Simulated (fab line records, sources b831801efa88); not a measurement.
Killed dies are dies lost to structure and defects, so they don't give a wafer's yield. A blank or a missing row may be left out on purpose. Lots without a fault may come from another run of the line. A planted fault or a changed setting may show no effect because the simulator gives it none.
A struck lot beside a sound one | flow sky130 | 16 steps out of a route of 708
Sound: wafers L371.3, L371.5, L371.6. Struck: wafers L372.1, L372.6. (L372.3 of the same lot was not struck and is left out.) The cause comes at the end.
At each step with rows: each side's tool, then ch and its chambers, then its first start. Under that, the readings that differ: sound wafers | struck wafers | difference of the means | sigmas: that difference in standard deviations of wafers without a fault.
alike: readings whose means differ by less than 2 such deviations, and words and numbers that are the same on both sides. not compared: withheld readings, readings that some wafer has no value for, bounds like >300 that may hide the same value, and numbers for which the record gives no deviation and whose values overlap.
The two part at a step that has a row with sigmas, a row that says differs or no value, or rows on one side only. Numbers that don't overlap but have no deviation are shown without sigmas and don't part them. A reading that every wafer of one side lacks parts them only if that side has two wafers or more.

first, 7 steps without rows for these wafers: SKY_METAL4_HMDS_06 (prime time 60 s); SKY_METAL4_COAT_07 (resist thk 60 nm); SKY_METAL4_COAT_08 (resist thk 1140 nm); SKY_METAL4_SOFTBAKE_09 (time 90 s); SKY_METAL4_EXPOSE_10 (exposes mask MM4, target cd 300 nm); SKY_METAL4_PEB_11; SKY_METAL4_DEVELOP_12 (develop time 60 s).
SKY_METAL4_CD_MEAS_13: target cd 300 nm.
  sound on cd_sem-02, day 43 01:53; struck on cd_sem-01, day 43 00:47
  alike: cd_nm
SKY_METAL4_OVL_MEAS_14:
  sound on overlay-01, day 43 01:59; struck on overlay-02, day 43 00:55
  alike: METAL4_OVL
SKY_METAL4_DESCUM_15: chemistry O2, time 8 s.
  sound on rie_metal-04 ch 0,1, day 43 02:01; struck on rie_metal-02 ch 0, day 43 00:57
  reading               | sound             | struck      | difference | sigmas
  oes_product_au (a.u.) | 0.992 0.982 0.992 | 1.011 1.006 | +0.020     | +2
  alike: drypump_motor_current_A
  not compared: rf_hours_counter_h
SKY_METAL4_ETCH_16: etches BARC in N2/H2, stops on SiO2, time 88.2 s, target depth 60 nm.
  sound on rie_metal-04 ch 0,1, day 43 02:04; struck on rie_metal-02 ch 0, day 43 00:59
  alike: drypump_motor_current_A, oes_product_au, throttle_valve_pct
  not compared: rf_hours_counter_h
SKY_METAL4_ETCH_17: etches SiO2 in C4F8/O2/Ar, stops on TiN, time 3.9 s, target depth 15 nm.
  sound on rie_diel-02 ch 0,1, day 43 02:08; struck on rie_diel-04 ch 2, day 43 01:05
  alike: oes_product_au
SKY_METAL4_METAL_ETCH_18: etches the open film in Cl2/BCl3, stops on SiO2, target depth 845 nm, time 183.1 s.
  sound on rie_metal-02 ch 0,1, day 43 02:13; struck on rie_metal-01 ch 1, day 43 01:06
  reading                                       | sound             | struck          | difference | sigmas
  drypump_motor_current_A (A)                   | 6.4 5.8 6.4       | 5.1 5.1         | -1.1       | -2
  oes_product_au (a.u.)                         | 0.864 0.865 0.865 | 0.791 0.799     | -0.070     | -10
  over_etch_frac                                | 0.3 0.3 0.3       | 0.51488 0.51488 | +0.21488   |
  model.KrF-thick_of_METAL4_COAT_08.thk_nm (nm) | 534.2 530.2 534.9 | 449.4 445.4     | -85.7      |
  model.METAL4.cd_nm (nm)                       | 301.6 299 302.7   | 285 280.9       | -18        |
  model.SiO2_of_VIA3_HDPCVD_00.thk_nm (nm)      | 435.3 436.7 435.7 | 433.1 432.5     | -3.1       |
  alike: bcl3_flow_sccm, throttle_valve_pct
  not compared: rf_hours_counter_h
SKY_METAL4_STRIP_19: strips in O2/N2.
  sound on plasma_asher-04 ch 0,1, day 43 02:22; struck on plasma_asher-04 ch 0, day 43 01:17
  reading                      | sound             | struck      | difference | sigmas
  oes_product_au (a.u.)        | 0.504 0.495 0.504 | 0.473 0.471 | -0.029     | -5
  strip_time_to_endpoint_s (s) | 6.61 6.56 6.62    | 5.75 5.72   | -0.86      | -12
  alike: drypump_motor_current_A, o2_flow_sccm
  not compared: rf_hours_counter_h
then, 1 step without rows for these wafers: SKY_METAL4_STRIP_20 (strips in post etch residue remover, time 1200 s).
-- the record jumps here: 4 days lie between the struck wafers' starts before and after (it left off in module METAL4 and takes up again in module PAD_OPEN, whose first step shown is number 708 of the route) --
SKY_PAD_OPEN_PROBE_99:
  sound on prober-01, day 46 21:28; struck on prober-02, day 46 19:58
  reading                        | sound                | struck       | difference | sigmas
  sort_bin_5_function (%)        | 8.7 8.1 12.2         | 12.2 13.2    | +3.0       | +2
  model.etest.met4.width_nm (nm) | 297.2 298 302.3      | 283.2 280.9  | -17.1      |
  model.etest.met4.line_ohm_um   | 0.1438 0.1427 0.1394 | 0.152 0.1518 | +0.010     |
  alike: defect_limited_yield, killed_at_M0_to_M3, killed_at_M4_up, killed_at_contacts, killed_at_front_end, killed_at_other, killed_dies, killed_open, killed_short, sort_bin_3_pad_short, sort_bin_6_memory, sort_n_pass, sort_yield_pct

WHERE THEY PART
First at SKY_METAL4_DESCUM_15; last, within this record, at SKY_PAD_OPEN_PROBE_99.

WHY: what the simulator had put in
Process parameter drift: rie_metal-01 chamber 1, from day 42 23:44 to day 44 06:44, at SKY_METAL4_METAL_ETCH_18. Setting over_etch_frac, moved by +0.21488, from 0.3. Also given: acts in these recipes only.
